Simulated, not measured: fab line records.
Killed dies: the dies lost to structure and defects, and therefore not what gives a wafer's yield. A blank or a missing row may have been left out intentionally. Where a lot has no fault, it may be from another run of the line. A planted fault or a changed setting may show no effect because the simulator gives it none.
Matching of chambers | flow sky130 | 4 sister chambers for SKY_CONTACT_CMP_04 on cmp-01
The step polishes SiO2. 4 wafers are shown with their chamber, then 12 later ones without.

## EACH WAFER AND ITS CHAMBER
wafer  | chamber | motor_current_A (A)
L089.3 | 3       | 9.9
L092.2 | 2       | 13.3
L092.4 | 0       | 10.4
L092.5 | 1       | 13.9

## WAFERS MISSING THEIR CHAMBER
wafer  | motor_current_A (A)
L093.1 | 13.1
L093.2 | 10.2
L093.6 | 10.3
L094.1 | 10.6
L094.5 | 13.5
L094.6 | 13.7
L095.4 | 9.9
L095.5 | 10.4
L095.6 | 9.8
L097.4 | 13.8
L097.5 | 13.1
L097.6 | 10.6

## CHAMBER TAKEN BY EACH
wafer  | from the rows above     | in truth
L093.1 | 2                       | 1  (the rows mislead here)
L093.2 | can't be placed: 0 or 3 | 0
L093.6 | can't be placed: 0 or 3 | 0
L094.1 | 0                       | 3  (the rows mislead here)
L094.5 | can't be placed: 2 or 1 | 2
L094.6 | can't be placed: 1 or 2 | 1
L095.4 | 3                       | 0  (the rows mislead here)
L095.5 | 0                       | 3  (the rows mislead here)
L095.6 | 3                       | 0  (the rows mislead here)
L097.4 | 1                       | 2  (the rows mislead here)
L097.5 | 2                       | 2
L097.6 | 0                       | 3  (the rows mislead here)
Correctly placed: 1 of 12. Not placeable from these rows: 4 (in 4, the candidates include the true chamber). Placed wrongly: 7.
How it was worked out, from the rows above alone: a wafer's distance from a chamber is the root of the sum, over the readings, of the square of ((its reading less the chamber's mean) divided by the reading's scatter). If the next closest chamber is less than 2 further off than the closest, the wafer can't be placed; otherwise it belongs to the closest. Each chamber's mean is taken over the wafers shown for it. The scatter: with one shown wafer a chamber, the root of the mean of the squares of how far each hidden wafer lies from its nearest shown one.
